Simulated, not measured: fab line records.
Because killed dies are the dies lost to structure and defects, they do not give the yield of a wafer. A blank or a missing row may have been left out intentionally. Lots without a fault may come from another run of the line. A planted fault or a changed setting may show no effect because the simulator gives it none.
Which tool was responsible? + flow sky130 + 13 lots with 39 wafers sampled at 5 steps, on a route of 708 steps

== WHAT THE GAUGES READ, wafer by wafer ==
SKY_SONOS_TUNNEL_CD_MEAS_07: target cd 410 nm. Usual: cd nm reads 409.7 nm (standard deviation 2.2).
| lot  | measured     | on        | cd nm (nm)        | flag |
|------|--------------|-----------|-------------------|------|
| L574 | day 11 21:11 | cd sem-02 | 406.0 407.0 409.4 |      |
| L575 | day 12 06:27 | cd sem-01 | 408.2 408.4 409.5 |      |
| L579 | day 13 11:56 | cd sem-01 | 408.2 409.2 405.6 |      |
| L580 | day 14 03:26 | cd sem-02 | 409.1 407.4 408.9 |      |
| L583 | day 15 13:09 | cd sem-02 | 407.6 407.6 406.4 |      |
| L584 | day 15 14:42 | cd sem-02 | 409.3 411.4 411.7 |      |
| L585 | day 15 16:35 | cd sem-01 | 412.7 411.6 410.4 |      |
| L586 | day 15 20:20 | cd sem-02 | 413.8 413.5 413.1 |      |
| L590 | day 17 05:39 | cd sem-01 | 408.0 410.0 408.8 |      |
| L591 | day 17 15:10 | cd sem-02 | 413.7 413.2 411.2 |      |
| L592 | day 17 18:53 | cd sem-01 | 413.5 413.4 413.3 |      |
| L593 | day 18 10:47 | cd sem-01 | 408.9 410.0 408.2 |      |
| L594 | day 18 20:23 | cd sem-01 | 408.4 405.8 407.6 |      |

SKY_GATE_OXIDE_THK_MEAS_02. Usual: GATE_OXIDE_OXIDATION_00_THK typically reads 10.26 nm, with standard deviation 0.22.
| lot  | measured     | on            | GATE_OXIDE_OXIDATION_00_THK (nm) | flag |
|------|--------------|---------------|----------------------------------|------|
| L574 | day 13 06:44 | film metro-03 | 10.17 10.13 10.23                |      |
| L575 | day 13 17:56 | film metro-03 | 10.21 10.28 10.32                |      |
| L579 | day 14 23:05 | film metro-03 | 10.06 10.09 10.03                |      |
| L580 | day 15 18:44 | film metro-04 | 10.32 10.18 10.40                |      |
| L583 | day 17 01:40 | film metro-03 | 9.85 10.02 10.01                 |      |
| L584 | day 17 07:29 | film metro-03 | 10.33 10.67 10.50                |      |
| L585 | day 17 07:29 | film metro-01 | 10.44 10.28 10.32                |      |
| L586 | day 17 12:46 | film metro-04 | 10.48 10.43 10.67                |      |
| L590 | day 18 22:53 | film metro-01 | 10.08 10.05 10.11                |      |
| L591 | day 19 05:49 | film metro-03 | 10.13 10.34 10.32                |      |
| L592 | day 19 10:10 | film metro-01 | 10.32 10.26 10.33                |      |
| L593 | day 20 02:20 | film metro-04 | 10.37 10.48 10.36                |      |
| L594 | day 20 11:03 | film metro-01 | 10.40 10.23 10.35                |      |

SKY_GATE_OXIDE_OVL_MEAS_10. Usual: GATE_OXIDE_OVL typically reads -0.6 nm, with standard deviation 1.3.
| lot  | measured     | on         | GATE_OXIDE_OVL (nm) | flag |
|------|--------------|------------|---------------------|------|
| L574 | day 14 09:13 | overlay-01 | -2.5 -0.9 -1.6      |      |
| L575 | day 14 21:20 | overlay-02 | -1.6 -0.5 -1.5      |      |
| L579 | day 16 03:22 | overlay-01 | -0.8 0.0 0.3        |      |
| L580 | day 16 23:57 | overlay-02 | 0.0 -1.3 -0.6       |      |
| L583 | day 18 07:42 | overlay-02 | -0.3 0.4 -0.6       |      |
| L584 | day 18 14:00 | overlay-01 | 1.7 -1.7 0.4        |      |
| L585 | day 18 13:26 | overlay-02 | -0.2 -0.2 -1.3      |      |
| L586 | day 18 19:27 | overlay-02 | 0.5 -0.4 -1.0       |      |
| L590 | day 20 05:27 | overlay-02 | 2.1 3.1 2.0         |      |
| L591 | day 20 12:59 | overlay-02 | -0.7 -1.7 -0.4      |      |
| L592 | day 20 17:08 | overlay-01 | -3.1 -1.4 -2.0      |      |
| L593 | day 21 09:34 | overlay-01 | -1.3 -1.9 -2.7      |      |
| L594 | day 21 18:45 | overlay-01 | -2.1 -0.5 -2.4      |      |

== EACH LOT AND THE TOOL THAT RAN IT (in order: tool; ch and the chambers of the sampled wafers; start) ==
| lot  | SKY_PWDE_COAT_02                 | SKY_PWDE_STRIP_09                   |
|------|----------------------------------|-------------------------------------|
| L574 | litho track-02 ch 0, day 3 19:35 | plasma asher-01 ch 0,1, day 4 03:49 |
| L575 | litho track-02 ch 0, day 4 01:43 | plasma asher-04 ch 0,1, day 4 10:16 |
| L579 | litho track-04 ch 0, day 4 21:24 | plasma asher-03 ch 0,1, day 5 06:40 |
| L580 | litho track-01 ch 0, day 5 07:55 | plasma asher-03 ch 0,1, day 5 17:11 |
| L583 | litho track-02 ch 0, day 6 06:32 | plasma asher-01 ch 0,1, day 6 16:23 |
| L584 | litho track-01 ch 0, day 6 06:42 | plasma asher-03 ch 0,1, day 6 16:44 |
| L585 | litho track-04 ch 0, day 6 07:12 | plasma asher-04 ch 0,1, day 6 17:05 |
| L586 | litho track-04 ch 0, day 6 11:35 | plasma asher-01 ch 0,1, day 6 21:28 |
| L590 | litho track-02 ch 0, day 7 09:37 | plasma asher-01 ch 0,1, day 7 19:58 |
| L591 | litho track-04 ch 0, day 7 15:27 | plasma asher-03 ch 0,1, day 8 01:58 |
| L592 | litho track-04 ch 0, day 7 19:33 | plasma asher-03 ch 0,1, day 8 06:20 |
| L593 | litho track-04 ch 0, day 8 04:51 | plasma asher-03 ch 0,1, day 8 15:52 |
| L594 | litho track-01 ch 0, day 8 11:09 | plasma asher-04 ch 0,1, day 8 22:22 |
- SKY_PWDE_COAT_02: resist thk 3000 nm.
- SKY_PWDE_STRIP_09: strips in O2/N2.

== AS READ BY THE TOOLS THEMSELVES (means over the sampled wafers that have a number; for cases with no such wafer, the mark the record gives instead) ==
SKY_PWDE_STRIP_09. Usual: drypump motor current A 6.1 A, standard deviation 0.3; oes product au 0.723 a.u., standard deviation 0.0047; strip time to endpoint s 36.92 s, standard deviation 0.11.
| lot  | tool            | drypump motor current A (A) | oes product au (a.u.) | strip time to endpoint s (s) | flag |
|------|-----------------|-----------------------------|-----------------------|------------------------------|------|
| L574 | plasma asher-01 | 6.0                         | 0.724                 | 36.88                        |      |
| L575 | plasma asher-04 | 6.3                         | 0.730                 | 36.92                        |      |
| L579 | plasma asher-03 | 5.9                         | 0.719                 | 37.02                        |      |
| L580 | plasma asher-03 | 5.8                         | 0.720                 | 36.78                        |      |
| L583 | plasma asher-01 | 6.0                         | 0.722                 | 36.86                        |      |
| L584 | plasma asher-03 | 5.9                         | 0.722                 | 36.96                        |      |
| L585 | plasma asher-04 | 6.2                         | 0.725                 | 36.95                        |      |
| L586 | plasma asher-01 | 5.9                         | 0.723                 | 36.95                        |      |
| L590 | plasma asher-01 | 6.2                         | 0.723                 | 36.97                        |      |
| L591 | plasma asher-03 | 5.9                         | 0.723                 | 35.59                        | OFF  |
| L592 | plasma asher-03 | 5.8                         | 0.726                 | 35.30                        | OFF  |
| L593 | plasma asher-03 | 6.0                         | 0.718                 | 35.57                        | OFF  |
| L594 | plasma asher-04 | 6.4                         | 0.720                 | 37.02                        |      |

== THE ANSWER, worked out from the rows above alone ==
Rule: lot off if the mean of its wafers having a number is beyond 3 standard deviations from the usual mean. Also off: a lot with no number at a reading for which 4 or more lots have one. Any other lot the step has rows for is counted as sound. The gauges are gone through in route order, then the tools' own readings, and for those a lot's mean is taken as printed above. At the first step where some lot is off, the reading lying furthest off is the one used; lots without a number count as furthest.
Off, at SKY_PWDE_STRIP_09 on strip time to endpoint s: L591, L592, L593.
A tool fits if, at that step or a process step before it, it ran every lot that is off, and no sound lot after the first of them. Undecided on this evidence; 2 tools fit (litho track-04 at SKY_PWDE_COAT_02, plasma asher-03 at SKY_PWDE_STRIP_09).

== WHAT THE SIMULATOR HAD INSERTED ==
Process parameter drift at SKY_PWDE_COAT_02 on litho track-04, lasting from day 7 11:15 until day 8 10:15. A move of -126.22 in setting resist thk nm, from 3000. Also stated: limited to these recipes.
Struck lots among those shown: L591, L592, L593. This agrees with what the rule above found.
